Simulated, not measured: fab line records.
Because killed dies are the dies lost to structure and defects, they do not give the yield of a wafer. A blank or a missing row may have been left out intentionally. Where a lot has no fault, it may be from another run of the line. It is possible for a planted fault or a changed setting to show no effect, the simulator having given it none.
What tool caused it? -- flow gf180mcu -- Sampling: 10 lots, 30 wafers, 6 of 602 route steps

## WHAT THE GAUGES READ, wafer by wafer
GF_V4_BOW_MEAS_05.
lot,measured,on,V4_BOW (um)
L535,day 22 21:14,film metro-04,145 121 146
L536,day 23 17:51,film metro-03,124 130 132
L538,day 24 00:53,film metro-02,121 128 130
L542,day 26 23:41,film metro-03,140 143 141
L544,day 27 02:23,film metro-02,111 130 125
L547,day 27 19:50,film metro-03,131 136 133
L552,day 29 14:37,film metro-02,149 135 150
L554,day 30 02:50,film metro-03,131 135 139
L553,day 30 03:43,film metro-04,139 138 126
L555,day 30 10:36,film metro-04,144 136 142

GF_MIM_RS_MEAS_10: measures by four-point-probe.
lot,measured,on,MIM_ALCU_RS (ohm/sq)
L535,day 23 21:55,film metro-02,0.1587 0.1595 0.1570
L536,day 24 17:50,film metro-04,0.1575 0.1599 0.1598
L538,day 25 00:35,film metro-02,0.1599 0.1620 0.1598
L542,day 27 21:14,film metro-01,0.0859 0.1572 0.1588
L544,day 28 00:04,film metro-01,0.0864 0.0859 0.1563
L547,day 28 16:36,film metro-04,0.1583 0.1580 0.1559
L552,day 30 11:17,film metro-02,0.1623 0.1600 0.1615
L554,day 30 22:32,film metro-02,0.1607 0.1595 0.1587
L553,day 30 22:58,film metro-01,0.1594 0.1610 0.1613
L555,day 31 06:23,film metro-02,0.1577 0.1593 0.1593

GF_MIM_THK_MEAS_11: measures by xrf.
lot,measured,on,MIM_ALCU_THK (nm)
L535,day 23 22:02,film metro-02,200.1 200.0 202.1
L536,day 24 17:57,film metro-04,200.2 198.4 196.4
L538,day 25 00:41,film metro-02,199.5 195.1 197.3
L542,day 27 21:20,film metro-01,362.2 202.6 200.5
L544,day 28 00:10,film metro-01,364.1 366.3 205.1
L547,day 28 16:43,film metro-04,199.6 199.0 201.0
L552,day 30 11:25,film metro-02,194.4 198.3 196.5
L554,day 30 22:39,film metro-02,197.2 199.4 199.2
L553,day 30 23:05,film metro-01,199.8 195.8 197.2
L555,day 31 06:30,film metro-02,201.5 199.3 199.1

## TOOL THAT RAN EACH LOT (tool first, then ch and the chambers of the sampled wafers, then the start)
lot,GF_M4_STRIP_17,GF_MIM_SPUTTER_00,GF_MIM_SPUTTER_08
L535,"plasma asher-01 ch 0,1, day 22 20:08","pvd sputter-01, day 23 21:31","pvd sputter-02, day 23 21:52"
L536,"plasma asher-01 ch 0,1, day 23 16:42","pvd sputter-01, day 24 17:24","pvd sputter-02, day 24 17:46"
L538,"plasma asher-01 ch 0,1, day 23 23:44","pvd sputter-02, day 25 00:09","pvd sputter-04, day 25 00:30"
L542,"plasma asher-01 ch 0,1, day 26 22:34","pvd sputter-01, day 27 20:46","pvd sputter-02, day 27 21:08"
L544,"plasma asher-01 ch 0,1, day 27 01:13","pvd sputter-04, day 27 23:37","pvd sputter-02, day 27 23:59"
L547,"plasma asher-04 ch 0,1, day 27 18:44","pvd sputter-02, day 28 16:11","pvd sputter-04, day 28 16:33"
L552,"plasma asher-01 ch 0,1, day 29 13:24","pvd sputter-04, day 30 10:53","pvd sputter-02, day 30 11:14"
L554,"plasma asher-04 ch 0,1, day 30 01:44","pvd sputter-04, day 30 22:07","pvd sputter-02, day 30 22:28"
L553,"plasma asher-01 ch 0,1, day 30 02:36","pvd sputter-01, day 30 22:32","pvd sputter-04, day 30 22:53"
L555,"plasma asher-01 ch 0,1, day 30 09:29","pvd sputter-02, day 31 05:58","pvd sputter-01, day 31 06:19"
- GF_M4_STRIP_17: strips in O2/N2.
- GF_MIM_SPUTTER_00: material Ti, target thk 37.5 nm, time 150 s.
- GF_MIM_SPUTTER_08: material AlCu, target thk 200 nm, time 10.6 s.

## AS READ BY THE TOOLS THEMSELVES (means over the sampled wafers that have a number; for cases with no such wafer, the mark the record gives instead)
GF_M4_STRIP_17.
lot,tool,chamber pressure mTorr (mTorr),drypump motor current A (A),heater power w (W),oes product au (a.u.),platen temp c (C),strip time to endpoint s (s)
L535,plasma asher-01,1500.9,5.8,318,0.561,250.02,7.94
L536,plasma asher-01,1499.1,5.8,314,0.558,250.06,7.95
L538,plasma asher-01,1499.2,5.8,314,0.558,250.05,7.84
L542,plasma asher-01,1501.3,5.6,327,0.556,249.93,7.81
L544,plasma asher-01,1501.9,5.6,327,0.553,249.87,7.85
L547,plasma asher-04,1498.9,5.5,322,0.558,249.93,7.87
L552,plasma asher-01,1499.9,5.8,315,0.554,249.90,7.84
L554,plasma asher-04,1500.1,5.3,349,0.557,250.05,7.88
L553,plasma asher-01,1500.9,5.6,325,0.558,249.93,7.89
L555,plasma asher-01,1499.3,5.8,316,0.552,250.02,7.84

GF_MIM_SPUTTER_00.
lot,tool,cathode dc power W (W),throttle valve pct (%)
L535,pvd sputter-01,4000.0,29.6
L536,pvd sputter-01,3999.3,29.3
L538,pvd sputter-02,3999.9,29.9
L542,pvd sputter-01,3999.5,29.5
L544,pvd sputter-04,3999.9,30.5
L547,pvd sputter-02,4000.4,30.0
L552,pvd sputter-04,3999.4,30.8
L554,pvd sputter-04,3999.1,30.4
L553,pvd sputter-01,4000.1,29.0
L555,pvd sputter-02,3999.6,30.0

GF_MIM_SPUTTER_08.
lot,tool,cathode dc power W (W),throttle valve pct (%)
L535,pvd sputter-02,10600,29.9
L536,pvd sputter-02,10600,30.3
L538,pvd sputter-04,10601,30.2
L542,pvd sputter-02,10600,30.3
L544,pvd sputter-02,10600,29.5
L547,pvd sputter-04,10600,30.1
L552,pvd sputter-02,10602,30.2
L554,pvd sputter-02,10601,29.7
L553,pvd sputter-04,10602,30.1
L555,pvd sputter-01,10599,29.4

## THE ANSWER, worked out from the rows above alone
Rule: the lots themselves supply what counts as usual. The widest of any qualifying gaps counts: lots, ordered by their means at a reading, are off when they make up no more than a third of the lots, leave a main group of 4 or more, and stand apart from it by 3 or more times the standard deviation of that group's means. A main group whose means are all the same, to the digits that the tables above print for the reading, isn't used. Also off: a lot with no number at a reading for which 4 or more lots have one. All remaining lots with rows at the step are treated as sound. Order of review: gauges by route order, followed by the tools' own readings, for which a lot's mean as printed above is used. At the first step where some lot is off, the reading lying furthest off is the one used; lots without a number count as furthest.
Off: L542, L544, at GF_MIM_RS_MEAS_10 (MIM_ALCU_RS). The main group: mean 0.1595 ohm/sq, standard deviation 0.0012.
A tool fits if, at a process step before that reading, it ran every lot that is off, and no sound lot after the first of them. Those tools and the gauges at GF_MIM_RS_MEAS_10 are tried in the same way. None of those tried fits.

## WHAT THE SIMULATOR HAD PUT IN
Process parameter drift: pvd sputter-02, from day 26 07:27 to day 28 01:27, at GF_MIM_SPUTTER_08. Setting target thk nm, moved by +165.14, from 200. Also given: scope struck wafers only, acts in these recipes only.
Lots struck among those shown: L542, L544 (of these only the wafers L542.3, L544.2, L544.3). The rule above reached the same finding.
